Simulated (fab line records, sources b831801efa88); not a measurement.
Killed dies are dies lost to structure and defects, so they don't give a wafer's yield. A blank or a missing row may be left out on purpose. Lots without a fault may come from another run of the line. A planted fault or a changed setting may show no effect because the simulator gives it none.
Which tool did it? | flow gf180mcu | 24 lots, 72 wafers sampled, at 5 steps of a route of 602

WHAT THE GAUGES READ, wafer by wafer
GF_VT_IMPLANT_OVL_MEAS_40. Usual: VT_IMPLANT_03_OVL -0.5 nm, standard deviation 1.1.
lot  | measured     | on         | VT_IMPLANT_03_OVL (nm) | flag
L074 | day 7 09:55  | overlay-01 | -0.7 -2.4 -1.2         |
L075 | day 7 21:40  | overlay-02 | -0.9 -2.7 -0.7         |
L076 | day 8 01:45  | overlay-01 | -0.9 -0.5 -2.0         |
L077 | day 8 05:48  | overlay-01 | -0.8 -1.5 -0.7         |
L078 | day 8 11:18  | overlay-02 | -0.4 -0.1 -0.2         |
L079 | day 8 21:53  | overlay-01 | 1.5 0.3 1.7            |
L080 | day 9 03:39  | overlay-01 | -2.5 -1.2 -0.5         |
L081 | day 9 08:29  | overlay-01 | 0.8 0.7 0.2            |
L082 | day 9 15:48  | overlay-02 | -0.1 -0.7 -0.2         |
L083 | day 10 01:21 | overlay-02 | -1.8 -2.2 -1.2         |
L084 | day 10 08:59 | overlay-02 | -2.3 -3.2 -2.6         |
L085 | day 10 15:33 | overlay-02 | -0.6 -1.8 -0.1         |
L086 | day 10 19:15 | overlay-01 | -0.4 -0.9 1.1          |
L087 | day 11 10:32 | overlay-02 | 0.3 -0.1 -0.3          |
L088 | day 11 15:44 | overlay-02 | 0.2 0.4 0.4            |
L089 | day 11 20:40 | overlay-01 | -0.4 -0.4 -0.7         |
L090 | day 12 03:53 | overlay-01 | 0.4 -0.1 0.8           |
L091 | day 12 09:19 | overlay-02 | 0.2 -1.2 -0.6          |
L092 | day 12 22:23 | overlay-01 | -0.2 0.4 -0.9          |
L093 | day 12 23:24 | overlay-02 | -3.0 -2.4 -2.2         |
L094 | day 13 10:09 | overlay-01 | 0.6 1.1 0.7            |
L095 | day 13 13:19 | overlay-01 | -0.7 -1.6 0.1          |
L096 | day 13 16:48 | overlay-02 | -0.8 -0.1 0.2          |
L097 | day 13 23:17 | overlay-01 | 0.8 3.0 1.6            |

GF_MIM_RS_MEAS_10: measures by four-point-probe. Usual: MIM_ALCU_RS 0.1612 ohm/sq, standard deviation 0.0016.
lot  | measured     | on            | MIM_ALCU_RS (ohm/sq) | flag
L074 | day 24 07:22 | film_metro-04 | 0.1601 0.1617 0.1606 |
L075 | day 24 20:38 | film_metro-04 | 0.1617 0.1609 0.1606 |
L076 | day 25 04:11 | film_metro-04 | 0.1616 0.1634 0.1623 |
L077 | day 25 09:35 | film_metro-01 | 0.1601 0.1596 0.1591 |
L078 | day 25 13:38 | film_metro-02 | 0.1610 0.1649 0.1621 |
L079 | day 26 06:47 | film_metro-01 | 0.1589 0.1610 0.1605 |
L080 | day 26 10:55 | film_metro-04 | 0.1626 0.1615 0.1621 |
L081 | day 26 18:52 | film_metro-04 | 0.1612 0.1640 0.1627 |
L082 | day 27 05:15 | film_metro-01 | 0.1599 0.1593 0.1591 |
L083 | day 27 14:10 | film_metro-01 | 0.1615 0.1626 0.1620 |
L084 | day 27 20:34 | film_metro-04 | 0.1611 0.1620 0.1606 |
L085 | day 28 05:33 | film_metro-01 | 0.1598 0.1614 0.1581 |
L086 | day 28 09:36 | film_metro-01 | 0.1634 0.1636 0.1625 |
L087 | day 28 23:40 | film_metro-01 | 0.1604 0.1597 0.1590 |
L088 | day 29 06:41 | film_metro-02 | 0.1621 0.1625 0.1621 |
L089 | day 29 11:49 | film_metro-04 | 0.1614 0.1649 0.1649 |
L090 | day 29 15:49 | film_metro-04 | 0.1630 0.1614 0.1605 |
L091 | day 30 01:44 | film_metro-02 | 0.1584 0.1598 0.1591 |
L092 | day 30 10:02 | film_metro-01 | 0.1598 0.1613 0.1591 |
L093 | day 30 14:29 | film_metro-02 | 0.1612 0.1621 0.1615 |
L094 | day 30 23:46 | film_metro-01 | 0.1603 0.1634 0.1602 |
L095 | day 31 00:43 | film_metro-01 | 0.1618 0.1615 0.1614 |
L096 | day 31 03:10 | film_metro-02 | 0.1634 0.1626 0.1612 |
L097 | day 31 08:00 | film_metro-02 | 0.1613 0.1610 0.1606 |

GF_V5_OVL_MEAS_15. Usual: V5_OVL 4 nm, standard deviation 3.9.
lot  | measured     | on         | V5_OVL (nm) | flag
L074 | day 27 00:39 | overlay-01 | -1 5 -4     |
L075 | day 27 12:28 | overlay-01 | 5 8 5       |
L076 | day 27 19:32 | overlay-01 | 3 1 8       |
L077 | day 28 01:38 | overlay-01 | -2 1 6      |
L078 | day 28 03:44 | overlay-02 | 0 -1 2      |
L079 | day 28 21:22 | overlay-02 | 5 3 4       |
L080 | day 28 23:40 | overlay-02 | 1 -1 3      |
L081 | day 29 08:23 | overlay-02 | -1 5 5      |
L082 | day 29 16:58 | overlay-02 | 7 7 8       |
L083 | day 30 01:10 | overlay-02 | 0 1 0       |
L084 | day 30 07:59 | overlay-01 | -3 -7 -2    |
L085 | day 30 15:55 | overlay-02 | 9 6 7       |
L086 | day 30 20:29 | overlay-02 | 0 -2 -4     |
L087 | day 31 08:28 | overlay-02 | -2 11 2     |
L088 | day 31 15:08 | overlay-02 | 4 2 1       |
L089 | day 31 19:16 | overlay-02 | 0 3 5       |
L090 | day 31 22:46 | overlay-01 | 5 1 8       |
L091 | day 32 08:10 | overlay-01 | 5 6 9       |
L092 | day 32 15:37 | overlay-01 | 8 7 5       |
L093 | day 32 19:10 | overlay-01 | 4 9 1       |
L094 | day 33 04:22 | overlay-01 | 5 14 6      |
L095 | day 33 04:57 | overlay-01 | 4 8 3       |
L096 | day 33 06:50 | overlay-01 | 6 -2 6      |
L097 | day 33 10:31 | overlay-01 | -1 4 5      |

WHICH TOOL RAN EACH LOT (tool, then ch and the chambers of the sampled wafers, then the start)
lot  | GF_DNWELL_STRIP_08                  | GF_V4_STRIP_18
L074 | plasma_asher-03 ch 0,1, day 2 18:55 | plasma_asher-03 ch 0,1, day 24 05:35
L075 | plasma_asher-02 ch 1, day 3 02:52   | plasma_asher-03 ch 0,1, day 24 18:59
L076 | plasma_asher-03 ch 0,1, day 3 05:44 | plasma_asher-02 ch 0,1, day 25 02:33
L077 | plasma_asher-01 ch 0,1, day 3 10:11 | plasma_asher-01 ch 0,1, day 25 07:57
L078 | plasma_asher-03 ch 0,1, day 3 15:16 | plasma_asher-03 ch 0,1, day 25 11:59
L079 | plasma_asher-01 ch 0,1, day 3 21:56 | plasma_asher-02 ch 0,1, day 26 05:09
L080 | plasma_asher-03 ch 0,1, day 4 02:32 | plasma_asher-03 ch 0,1, day 26 09:16
L081 | plasma_asher-02 ch 0,1, day 4 06:56 | plasma_asher-03 ch 0,1, day 26 17:08
L082 | plasma_asher-01 ch 0,1, day 4 13:13 | plasma_asher-03 ch 0,1, day 27 03:01
L083 | plasma_asher-03 ch 0,1, day 4 20:10 | plasma_asher-03 ch 0,1, day 27 12:04
L084 | plasma_asher-02 ch 0, day 5 00:50   | plasma_asher-02 ch 1, day 27 18:24
L085 | plasma_asher-02 ch 0, day 5 06:29   | plasma_asher-02 ch 0,1, day 28 03:29
L086 | plasma_asher-03 ch 0,1, day 5 10:28 | plasma_asher-02 ch 0,1, day 28 07:52
L087 | plasma_asher-03 ch 0,1, day 5 22:14 | plasma_asher-01 ch 0,1, day 28 22:01
L088 | plasma_asher-03 ch 0,1, day 6 01:26 | plasma_asher-01 ch 0,1, day 29 05:03
L089 | plasma_asher-02 ch 0,1, day 6 04:53 | plasma_asher-01 ch 0,1, day 29 10:08
L090 | plasma_asher-03 ch 0,1, day 6 09:34 | plasma_asher-02 ch 0,1, day 29 14:09
L091 | plasma_asher-01 ch 0,1, day 6 14:46 | plasma_asher-03 ch 0,1, day 29 23:33
L092 | plasma_asher-02 ch 0,1, day 6 21:07 | plasma_asher-02 ch 0,1, day 30 08:23
L093 | plasma_asher-01 ch 0,1, day 7 00:46 | plasma_asher-01 ch 0,1, day 30 12:50
L094 | plasma_asher-02 ch 0, day 7 09:06   | plasma_asher-01 ch 0,1, day 30 22:08
L095 | plasma_asher-02 ch 0,1, day 7 11:25 | plasma_asher-02 ch 0,1, day 30 23:00
L096 | plasma_asher-02 ch 0,1, day 7 15:04 | plasma_asher-01 ch 0,1, day 31 01:28
L097 | plasma_asher-02 ch 0, day 7 19:44   | plasma_asher-01 ch 0,1, day 31 06:21
- GF_DNWELL_STRIP_08: strips in O2/N2.
- GF_V4_STRIP_18: strips in O2/N2.

WHAT THE TOOLS THEMSELVES READ (means of the sampled wafers that have a number; where no wafer has one, the mark that the record gives instead)
GF_DNWELL_STRIP_08. Usual: drypump_motor_current_A 5.7 A, standard deviation 0.47; heater_power_w 334 W, standard deviation 28; oes_product_au 0.722 a.u., standard deviation 0.0047; strip_time_to_endpoint_s 36.96 s, standard deviation 0.099.
lot  | tool            | drypump_motor_current_A (A) | heater_power_w (W) | oes_product_au (a.u.) | strip_time_to_endpoint_s (s) | flag
L074 | plasma_asher-03 | 5.8                         | 332                | 0.724                 | 36.93                        |
L075 | plasma_asher-02 | 5.9                         | 313                | 0.719                 | 37.11                        |
L076 | plasma_asher-03 | 5.5                         | 314                | 0.723                 | 36.97                        |
L077 | plasma_asher-01 | 5.2                         | 362                | 0.722                 | 37.02                        |
L078 | plasma_asher-03 | 5.5                         | 308                | 0.721                 | 36.93                        |
L079 | plasma_asher-01 | 5.5                         | 345                | 0.724                 | 36.93                        |
L080 | plasma_asher-03 | 5.5                         | 305                | 0.722                 | 37.02                        |
L081 | plasma_asher-02 | 6.0                         | 329                | 0.721                 | 36.89                        |
L082 | plasma_asher-01 | 5.5                         | 349                | 0.721                 | 36.79                        |
L083 | plasma_asher-03 | 5.8                         | 331                | 0.717                 | 36.95                        |
L084 | plasma_asher-02 | 6.2                         | 363                | 0.722                 | 36.95                        |
L085 | plasma_asher-02 | 6.2                         | 364                | 0.723                 | 37.02                        |
L086 | plasma_asher-03 | 5.8                         | 331                | 0.723                 | 36.97                        |
L087 | plasma_asher-03 | 5.5                         | 308                | 0.723                 | 36.98                        |
L088 | plasma_asher-03 | 5.5                         | 309                | 0.724                 | 36.93                        |
L089 | plasma_asher-02 | 6.0                         | 333                | 0.723                 | 36.95                        |
L090 | plasma_asher-03 | 5.8                         | 329                | 0.726                 | 36.83                        |
L091 | plasma_asher-01 | 5.2                         | 354                | 0.719                 | 36.88                        |
L092 | plasma_asher-02 | 6.1                         | 345                | 0.720                 | 36.85                        |
L093 | plasma_asher-01 | 5.5                         | 344                | 0.721                 | 36.86                        |
L094 | plasma_asher-02 | 6.2                         | 358                | 0.721                 | 36.97                        |
L095 | plasma_asher-02 | 6.1                         | 344                | 0.722                 | 36.92                        |
L096 | plasma_asher-02 | 6.0                         | 339                | 0.717                 | 37.14                        |
L097 | plasma_asher-02 | 6.1                         | 359                | 0.722                 | 37.12                        |

GF_V4_STRIP_18. Usual: drypump_motor_current_A 5.7 A, standard deviation 0.5; heater_power_w 335 W, standard deviation 28; oes_product_au 0.592 a.u., standard deviation 0.0046.
lot  | tool            | drypump_motor_current_A (A) | heater_power_w (W) | oes_product_au (a.u.) | flag
L074 | plasma_asher-03 | 5.9                         | 331                | 0.597                 |
L075 | plasma_asher-03 | 5.5                         | 302                | 0.590                 |
L076 | plasma_asher-02 | 6.1                         | 344                | 0.591                 |
L077 | plasma_asher-01 | 5.5                         | 341                | 0.593                 |
L078 | plasma_asher-03 | 5.5                         | 305                | 0.592                 |
L079 | plasma_asher-02 | 6.1                         | 348                | 0.596                 |
L080 | plasma_asher-03 | 5.5                         | 309                | 0.592                 |
L081 | plasma_asher-03 | 5.5                         | 310                | 0.596                 |
L082 | plasma_asher-03 | 5.5                         | 305                | 0.592                 |
L083 | plasma_asher-03 | 5.5                         | 315                | 0.595                 |
L084 | plasma_asher-02 | 5.8                         | 319                | 0.589                 |
L085 | plasma_asher-02 | 6.1                         | 338                | 0.594                 |
L086 | plasma_asher-02 | 6.0                         | 333                | 0.593                 |
L087 | plasma_asher-01 | 5.2                         | 353                | 0.594                 |
L088 | plasma_asher-01 | 5.5                         | 346                | 0.591                 |
L089 | plasma_asher-01 | 5.2                         | 356                | 0.595                 |
L090 | plasma_asher-02 | 6.1                         | 345                | 0.592                 |
L091 | plasma_asher-03 | 5.8                         | 328                | 0.589                 |
L092 | plasma_asher-02 | 6.0                         | 338                | 0.588                 |
L093 | plasma_asher-01 | 5.5                         | 344                | 0.592                 |
L094 | plasma_asher-01 | 5.5                         | 345                | 0.592                 |
L095 | plasma_asher-02 | 6.1                         | 352                | 0.592                 |
L096 | plasma_asher-01 | 5.2                         | 355                | 0.590                 |
L097 | plasma_asher-01 | 5.2                         | 355                | 0.593                 |

THE ANSWER, worked out from the rows above alone
Rule: a lot is off if the mean of its wafers that have a number lies more than 3 standard deviations from the usual mean. A lot without any number at a reading at which 4 lots or more have one is off too. The other lots that the step has rows for count as sound. The gauges are gone through in route order, then the tools' own readings, and for those a lot's mean is taken as printed above. The first step at which some lot is off is used, and at that step the reading that is off furthest; a lot without a number counts as furthest.
No lot is off at any reading shown: from this, nothing can be told.

WHAT THE SIMULATOR HAD PUT IN
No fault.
